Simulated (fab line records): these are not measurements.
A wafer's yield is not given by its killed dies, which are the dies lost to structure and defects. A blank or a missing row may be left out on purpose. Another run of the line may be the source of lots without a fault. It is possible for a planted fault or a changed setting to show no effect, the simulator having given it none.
Struck lot and sound lot, side by side + flow sky130 + 44 out of 708 route steps
Sound: these wafers, L311.1, L311.3, L311.5. Struck: wafers L317.2, L317.4, L317.5. The cause comes at the end.
Order at every step that has rows: each side's tool, ch and its chambers, its first start. Under that, the readings that differ: sound wafers + struck wafers + difference of the means + sigmas: that difference in standard deviations of wafers without a fault.
alike: words and numbers the same on both sides, and readings whose means are apart by under 2 such deviations; not compared: readings that were withheld, readings missing a value for some wafer, numbers with overlapping values and no deviation given by the record, and bounds like >300 which may hide the same value.
A row with sigmas, a row that says differs or no value, or rows on one side alone: a step with any of these is where the two part. Numbers that don't overlap but have no deviation are shown without sigmas and don't part them. A reading that every wafer of one side lacks parts them only if that side has two wafers or more.

first, 3 steps without rows for these wafers: SKY_LDD_P_EXPOSE_04 (exposes mask PSDM, target cd 380 nm); SKY_LDD_P_PEB_05; SKY_LDD_P_DEVELOP_06 (develop time 60 s).
SKY_LDD_P_CD_MEAS_07 targets a cd of 380 nm.
  sound on cd-sem-02, day 21 07:22; struck on cd-sem-02, day 23 12:23
  alike: cd-nm
SKY_LDD_P_OVL_MEAS_08:
  sound on overlay-01, day 21 07:29; struck on overlay-02, day 23 12:29
  alike: LDD_P_OVL
then, 1 step without rows for these wafers: SKY_LDD_P_IMPLANT_09.
SKY_LDD_P_STRIP_10: strips in O2/N2.
  sound on plasma-asher-02 ch 0, day 21 07:41; struck on plasma-asher-01 ch 0,1, day 23 12:40
  alike: drypump-motor-current-A, oes-product-au, strip-time-to-endpoint-s
  not compared: rf-hours-counter-h
SKY_LDD_P_TW_MEAS_11:
  sound on film-metro-03, day 21 07:47; struck on film-metro-02, day 23 12:47
  alike: LDD_P_TW
then, 4 steps without rows for these wafers: SKY_LDD_HVN_DEHYDRATE_00 (time 60 s); SKY_LDD_HVN_HMDS_01 (prime time 60 s); SKY_LDD_HVN_COAT_02 (resist thk 300 nm); SKY_LDD_HVN_SOFTBAKE_03 (time 60 s).
SKY_LDD_HVN_EXPOSE_04: exposes mask HVNTM, target cd 700 nm.
  sound on iline-stepper-01 ch 0, day 21 23:07; struck on iline-stepper-02 ch 0, day 24 03:58
| reading | sound                   | struck                  | difference | sigmas |
|---------|-------------------------|-------------------------|------------|--------|
| mask    | HVNTM#0 HVNTM#0 HVNTM#0 | LDNTM#0 LDNTM#0 LDNTM#0 | differs    |        |
then, 2 steps without rows for these wafers: SKY_LDD_HVN_PEB_05; SKY_LDD_HVN_DEVELOP_06 (develop time 60 s).
SKY_LDD_HVN_OVL_MEAS_07:
  sound on overlay-01, day 22 14:19; struck on overlay-02, day 24 18:40
| reading          | sound          | struck | difference                    | sigmas |
|------------------|----------------|--------|-------------------------------|--------|
| LDD_HVN_OVL (nm) | -0.1 -0.1 -0.2 | - - -  | no value on the struck wafers |        |
then, 1 step without rows for these wafers: SKY_LDD_HVN_IMPLANT_08.
SKY_LDD_HVN_STRIP_09: strips in O2/N2.
  sound on plasma-asher-01 ch 0,1, day 22 14:30; struck on plasma-asher-03 ch 0,1, day 24 18:50
  alike: drypump-motor-current-A, oes-product-au, strip-time-to-endpoint-s
  not compared: rf-hours-counter-h
SKY_LDD_HVN_TW_MEAS_10:
  sound on film-metro-02, day 22 14:36; struck on film-metro-04, day 24 18:57
| reading    | sound          | struck   | difference | sigmas      |
|------------|----------------|----------|------------|-------------|
| LDD_HVN_TW | 1438 1433 1422 | 30 31 30 | -1401      | -99 or more |
then, 7 steps without rows for these wafers: SKY_LDD_HVP_DEHYDRATE_00 (time 60 s); SKY_LDD_HVP_HMDS_01 (prime time 60 s); SKY_LDD_HVP_COAT_02 (resist thk 300 nm); SKY_LDD_HVP_SOFTBAKE_03 (time 60 s); SKY_LDD_HVP_EXPOSE_04 (exposes mask HVPTM, target cd 700 nm); SKY_LDD_HVP_PEB_05; SKY_LDD_HVP_DEVELOP_06 (develop time 60 s).
SKY_LDD_HVP_OVL_MEAS_07:
  sound on overlay-02, day 23 22:34; struck on overlay-02, day 26 00:25
  alike: LDD_HVP_OVL
then, 1 step without rows for these wafers: SKY_LDD_HVP_IMPLANT_08.
SKY_LDD_HVP_STRIP_09: strips in O2/N2.
  sound on plasma-asher-04 ch 1, day 23 22:47; struck on plasma-asher-04 ch 0,1, day 26 00:36
  alike: drypump-motor-current-A, oes-product-au, strip-time-to-endpoint-s
  not compared: rf-hours-counter-h
SKY_LDD_HVP_TW_MEAS_10:
  sound on film-metro-04, day 23 22:53; struck on film-metro-04, day 26 00:43
  alike: LDD_HVP_TW
then, 7 steps without rows for these wafers: SKY_LDD_LDN_DEHYDRATE_00 (time 60 s); SKY_LDD_LDN_HMDS_01 (prime time 60 s); SKY_LDD_LDN_COAT_02 (resist thk 1140 nm); SKY_LDD_LDN_SOFTBAKE_03 (time 60 s); SKY_LDD_LDN_EXPOSE_04 (exposes mask LDNTM, target cd 700 nm); SKY_LDD_LDN_PEB_05; SKY_LDD_LDN_DEVELOP_06 (develop time 60 s).
SKY_LDD_LDN_OVL_MEAS_07:
  sound on overlay-02, day 25 04:01; struck on overlay-02, day 27 06:22
  alike: LDD_LDN_OVL
then, 4 steps without rows for these wafers: SKY_LDD_LDN_IMPLANT_08; SKY_LDD_LDN_IMPLANT_09; SKY_LDD_LDN_IMPLANT_10; SKY_LDD_LDN_IMPLANT_11.
SKY_LDD_LDN_TW_MEAS_13:
  sound on film-metro-04, day 25 04:45; struck on film-metro-04, day 27 07:07
| reading    | sound          | struck         | difference | sigmas |
|------------|----------------|----------------|------------|--------|
| LDD_LDN_TW | 1489 1484 1484 | 1824 1827 1833 | +342       | +51    |
-- record jumps: 21 days separate the struck wafers' starts on either side; left off in module LDD_LDN, taken up again in module PAD_OPEN, whose first shown step is the route's number 708 --
SKY_PAD_OPEN_PROBE_99:
  sound on prober-02, day 47 10:23; struck on prober-02, day 48 18:32
| reading             | sound     | struck      | difference | sigmas |
|---------------------|-----------|-------------|------------|--------|
| killed-at-front-end | 14 28 13  | 434 438 427 | +415       | +90    |
| killed-dies         | 91 108 91 | 492 492 492 | +395       | +43    |
| killed-on-rim       | 17 22 24  | 96 96 96    | +75        | +19    |
| killed-open         | 57 58 57  | 37 37 38    | -20        | -3     |
  alike: killed_at_M0_to_M3, killed_at_M4_up, killed-at-contacts, killed-at-other, killed-short

WHERE THEY PART
Earliest at SKY_LDD_HVN_EXPOSE_04; latest, in this record, at SKY_PAD_OPEN_PROBE_99.

WHY: the cause the simulator had injected
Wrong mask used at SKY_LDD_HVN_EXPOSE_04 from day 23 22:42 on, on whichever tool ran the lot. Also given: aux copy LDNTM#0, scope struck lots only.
